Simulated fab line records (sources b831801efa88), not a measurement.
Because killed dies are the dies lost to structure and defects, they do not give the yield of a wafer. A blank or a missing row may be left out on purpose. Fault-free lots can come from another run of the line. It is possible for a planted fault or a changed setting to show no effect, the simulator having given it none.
Matching of chambers | flow sky130 | 4 sister chambers for SKY_VIA4_CMP_21 on cmp-01
The step polishes, stops on SiO2, t overpolish 25 s, target thk 0 nm. 7 wafers are shown with their chamber, then 7 later ones without.

WAFERS WITH THEIR CHAMBER
wafer  | chamber | motor-current-A (A) | time-to-endpoint-s (s)
L219.1 | 2       | 10.6                | 129
L219.3 | 1       | 11.8                | 129
L219.6 | 3       | 10.5                | 127
L220.1 | 3       | 11.1                | 122
L220.4 | 1       | 11.8                | 124
L221.3 | 0       | 12.8                | 117
L222.1 | 0       | 12.5                | 118

WAFERS WITHOUT THEIR CHAMBER
wafer  | motor-current-A (A) | time-to-endpoint-s (s)
L222.2 | 10.7                | 124
L237.1 | 13.0                | 122
L237.5 | 11.3                | 128
L237.6 | 10.6                | 129
L236.1 | 13.3                | 121
L236.2 | 11.9                | 127
L236.5 | 11.9                | 130

CHAMBER TAKEN BY EACH
wafer  | from the rows above          | in truth
L222.2 | can't be placed: 3 or 2      | 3
L237.1 | 0                            | 0
L237.5 | can't be placed: 1 or 3 or 2 | 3
L237.6 | can't be placed: 2 or 3      | 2
L236.1 | 0                            | 0
L236.2 | 1                            | 1
L236.5 | 1                            | 1
Correct placement for 4 of the 7. Not placeable from these rows: 3 (in 3, the candidates include the true chamber). Placed wrongly: 0.
How it was worked out, from the rows above alone: a wafer's distance from a chamber is the root of the sum, over the readings, of the square of ((its reading less the chamber's mean) divided by the reading's scatter). The wafer belongs to the nearest chamber; if the next one is less than 2 further off, it can't be placed. For every chamber, the mean is computed from those of its wafers that are shown. The scatter: take each reading less its chamber's mean, square it, sum over the shown wafers, divide by the number of wafers less the number of chambers, and take the root.
